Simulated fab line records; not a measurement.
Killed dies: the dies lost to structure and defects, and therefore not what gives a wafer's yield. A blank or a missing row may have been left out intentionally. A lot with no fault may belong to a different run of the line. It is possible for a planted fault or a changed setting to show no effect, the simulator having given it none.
A single fault, viewed from 2 desks    flow gf180mcu    numbers are kept per desk, each desk with only its own; the story behind them comes last

## AT THE TOOL OWNER'S DESK: pvd sputter-04
At GF_MIM_SPUTTER_09 (material TiN, target thk 35 nm, time 29.2 s) the tool's own readings: per lot run on this tool, the mean of the sampled wafers that have a number. A lot is out of limits, marked OUT, if its mean lies more than 4 standard deviations from the usual mean; the brackets give that distance.
Columns: A = throttle valve pct at GF_MIM_SPUTTER_09, usual 30.1 %
lot   first seen here  A
L416  day 26 18:19     30.2
L418  day 27 13:23     30.8
L421  day 28 07:20     29.9
This desk's finding: nothing out of limits on any of the 3 lots.

## AT THE METROLOGY DESK
Lot by lot, what the gauges showed, no matter which tool ran the lot: averages of those sampled wafers that carry a number. A lot is out of limits, marked OUT, if its mean lies more than 4 standard deviations from the usual mean; the brackets give that distance.
Columns: A = V4_W_RS at GF_V4_RS_MEAS_24, usual 0.329 ohm/sq; B = V4_W_THK at GF_V4_THK_MEAS_25, usual 348 nm; C = MIM_CVD_05_THK at GF_MIM_THK_MEAS_06, usual 41.9 nm; D = MIM_ALCU_RS at GF_MIM_RS_MEAS_10, usual 0.1596 ohm/sq; E = MIM_ALCU_THK at GF_MIM_THK_MEAS_11, usual 202.2 nm; F = cd nm at GF_M5_CD_MEAS_07, usual 280.2 nm; G = M5_OVL at GF_M5_OVL_MEAS_08, usual 0 nm
lot   first seen here  A      B    C     D       E      F      G
L416  day 26 17:27     0.332  348  42.0  0.1580  203.9  282.6  -8
L418  day 27 12:35     0.325  346  43.6  0.1584  202.7  280.2  5
L421  day 28 06:29     0.327  354  41.9  0.1592  204.9  281.1  -3
L425  day 29 11:17     0.330  342  41.2  0.1586  201.3  277.1  -0
L428  day 30 16:44     0.326  357  41.5  0.1613  201.3  279.5  -2
L432  day 31 09:28     0.329  343  42.1  0.1569  203.9  281.7  -3
This desk's finding: nothing out of limits on any of the 6 lots.

## PUT TOGETHER
Nothing out of limits was seen by the tool owner's desk.
From the metrology desk's view, nothing was out of limits.

## WHAT THE SIMULATOR HAD PUT IN
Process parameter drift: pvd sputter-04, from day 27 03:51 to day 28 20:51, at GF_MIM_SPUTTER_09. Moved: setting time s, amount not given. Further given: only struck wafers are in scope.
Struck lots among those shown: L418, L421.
